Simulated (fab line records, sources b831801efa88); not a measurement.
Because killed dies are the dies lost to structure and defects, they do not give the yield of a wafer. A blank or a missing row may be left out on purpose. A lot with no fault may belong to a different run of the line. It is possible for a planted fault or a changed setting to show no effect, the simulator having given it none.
Which tool was responsible? ; flow sky130 ; 12 lots with 36 wafers sampled at 6 steps, on a route of 708 steps

## WHAT THE GAUGES SHOWED, per wafer
SKY_METAL5_THK_MEAS_06: measures by xrf.
lot;measured;on;METAL5_ALCU_THK (nm)
L077;day 44 06:26;film metro-03;1116 1092 1133
L076;day 44 07:44;film metro-04;1148 1147 1137
L079;day 44 09:31;film metro-04;1147 1127 1120
L081;day 45 00:17;film metro-04;1146 1154 1139
L084;day 45 17:29;film metro-04;1135 1130 1135
L085;day 45 21:20;film metro-03;1127 1115 1118
L088;day 47 07:55;film metro-03;1134 1160 1147
L090;day 47 19:02;film metro-04;1121 1123 1118
L092;day 47 22:28;film metro-02;1125 1150 1137
L093;day 48 04:51;film metro-03;1126 1123 1152
L095;day 48 19:54;film metro-03;1153 1145 1160
L097;day 49 03:55;film metro-03;1136 1127 1128

## EACH LOT AND THE TOOL THAT RAN IT (in order: tool; ch and the chambers of the sampled wafers; start)
lot;SKY_METAL1_SPUTTER_03;SKY_METAL1_ETCH_18;SKY_VIA1_ETCH_15;SKY_METAL3_SPUTTER_04;SKY_METAL3_METAL_ETCH_18
L077;pvd sputter-01, day 33 06:08;rie metal-02 ch 1, day 34 09:08;rie diel-02 ch 0,1,3, day 35 12:45;pvd sputter-04, day 37 20:54;rie metal-02 ch 0,1, day 39 23:13
L076;pvd sputter-04, day 33 07:22;rie metal-01 ch 0,1, day 34 09:47;rie diel-01 ch 0,3, day 35 13:54;pvd sputter-04, day 37 22:05;rie metal-03 ch 0,1, day 40 01:19
L079;pvd sputter-04, day 33 10:46;rie metal-01 ch 0,1, day 34 14:03;rie diel-02 ch 1,2,3, day 35 17:56;pvd sputter-02, day 38 02:38;rie metal-01 ch 0,1, day 40 04:46
L081;pvd sputter-02, day 34 01:13;rie metal-04 ch 0,1, day 35 04:07;rie diel-01 ch 0,1,2, day 36 07:43;pvd sputter-04, day 38 15:07;rie metal-02 ch 0,1, day 40 18:13
L084;pvd sputter-02, day 35 00:08;rie metal-04 ch 0, day 36 02:50;rie diel-01 ch 0,3, day 37 06:17;pvd sputter-01, day 39 13:37;rie metal-01 ch 0, day 41 15:19
L085;pvd sputter-01, day 35 04:38;rie metal-04 ch 1, day 36 06:35;rie diel-02 ch 1,3, day 37 10:04;pvd sputter-01, day 39 16:56;rie metal-03 ch 0,1, day 41 18:25
L088;pvd sputter-04, day 36 21:56;rie metal-01 ch 0,1, day 38 00:11;rie diel-01 ch 0,1,2, day 39 02:33;pvd sputter-04, day 41 08:23;rie metal-03 ch 0,1, day 43 08:27
L090;pvd sputter-01, day 37 09:00;rie metal-04 ch 1, day 38 11:15;rie diel-01 ch 0,2, day 39 14:29;pvd sputter-04, day 41 19:44;rie metal-02 ch 0,1, day 43 19:57
L092;pvd sputter-02, day 37 17:16;rie metal-02 ch 0,1, day 38 19:03;rie diel-02 ch 0,1,3, day 39 21:32;pvd sputter-01, day 42 03:21;rie metal-03 ch 1, day 44 02:33
L093;pvd sputter-04, day 38 02:47;rie metal-01 ch 1, day 39 04:02;rie diel-01 ch 0,2,3, day 40 06:30;pvd sputter-02, day 42 10:47;rie metal-02 ch 0,1, day 44 09:26
L095;pvd sputter-01, day 38 21:07;rie metal-01 ch 0,1, day 39 22:28;rie diel-01 ch 0,1,3, day 41 01:25;pvd sputter-01, day 43 03:33;rie metal-02 ch 0,1, day 45 01:46
L097;pvd sputter-01, day 39 06:13;rie metal-02 ch 0,1, day 40 06:50;rie diel-02 ch 0,3, day 41 08:57;pvd sputter-02, day 43 12:44;rie metal-02 ch 0,1, day 45 12:25
- SKY_METAL1_SPUTTER_03: material Ti, target thk 5 nm, time 3.3 s.
- SKY_METAL1_ETCH_18: etches BARC in N2/H2, stops on SiO2, time 45.9 s, target depth 60 nm.
- SKY_VIA1_ETCH_15: etches SiO2 in C4F8/O2/Ar, stops on TiN, target depth 351 nm, time 54 s.
- SKY_METAL3_SPUTTER_04: material TiN, target thk 70 nm, time 58.3 s.
- SKY_METAL3_METAL_ETCH_18: etches the open film in Cl2/BCl3, stops on SiO2, target depth 845 nm, time 183.1 s.

## THE ANSWER, worked out from the rows above alone
Rule: the usual values come from the lots themselves. The widest of any qualifying gaps counts: lots, ordered by their means at a reading, are off when they make up no more than a third of the lots, leave a main group of 4 or more, and stand apart from it by 3 or more times the standard deviation of that group's means. A main group whose means are all the same, to the digits that the tables above print for the reading, isn't used. A lot without any number at a reading at which 4 lots or more have one is off too. Any other lot the step has rows for is counted as sound.
No lot is off at any reading shown: from this, nothing can be told.

## WHAT WAS PUT IN BY THE SIMULATOR
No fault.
